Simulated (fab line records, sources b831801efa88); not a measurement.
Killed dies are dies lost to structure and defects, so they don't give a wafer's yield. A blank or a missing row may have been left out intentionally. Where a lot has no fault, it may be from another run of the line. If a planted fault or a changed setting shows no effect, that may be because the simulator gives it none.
Struck lot and sound lot, side by side | flow sky130 | 15 out of 708 route steps
Sound: the wafers L790.2, L790.3, L790.4. Wafers struck: L801.1, L801.5, L801.6. At the end, the cause is stated.
Per side, at each step with rows, come the tool, then ch with its chambers, and then its first start. Under that, the readings that differ: sound wafers | struck wafers | difference of the means | sigmas: that difference in standard deviations of wafers without a fault.
alike: words and numbers the same on both sides, and readings whose means are apart by under 2 such deviations; not compared: readings that were withheld, readings missing a value for some wafer, numbers with overlapping values and no deviation given by the record, and bounds like >300 which may hide the same value.
A row with sigmas, a row that says differs or no value, or rows on one side alone: a step with any of these is where the two part. When numbers do not overlap yet have no deviation, they are printed without sigmas and do not part them. Lack of a reading on every wafer of one side parts them only where that side has two or more wafers.

first, 6 steps without rows for these wafers: SKY_LDD_N_HMDS_01 (prime time 60 s); SKY_LDD_N_COAT_02 (resist thk 300 nm); SKY_LDD_N_SOFTBAKE_03 (time 60 s); SKY_LDD_N_EXPOSE_04 (exposes mask NTM, target cd 840 nm); SKY_LDD_N_PEB_05; SKY_LDD_N_DEVELOP_06 (develop time 60 s).
SKY_LDD_N_OVL_MEAS_07:
  sound: overlay-01 at day 19 06:27; struck: overlay-01 at day 23 09:58
  alike: LDD_N_OVL
then, 5 steps without rows for these wafers: SKY_LDD_N_IMPLANT_08; SKY_LDD_N_IMPLANT_09; SKY_LDD_N_IMPLANT_10; SKY_LDD_N_IMPLANT_11; SKY_LDD_N_IMPLANT_12.
SKY_LDD_N_IMPLANT_13:
  sound on implanter-03 ch 0, day 19 07:15; struck on implanter-04 ch 0, day 23 10:45
  reading            | sound                         | struck                        | difference | sigmas
  dose ions cm2      | 4.993e+12 4.999e+12 4.991e+12 | 3.146e+12 3.147e+12 3.148e+12 | -1.847e+12 | -99 or more
  faraday current uA | 29.0 29.0 29.0                | 17.5 18.1 17.8                | -11.2      | -19
then, 2 steps without rows for these wafers: SKY_LDD_N_IMPLANT_14; SKY_PAD_OPEN_PROBE_99.

== WHERE THEY PART ==
At SKY_LDD_N_IMPLANT_13 and nowhere else, as far as this record goes.

WHY: what the simulator had put in
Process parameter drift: implanter-04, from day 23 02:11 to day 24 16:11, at SKY_LDD_N_IMPLANT_13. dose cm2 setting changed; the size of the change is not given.
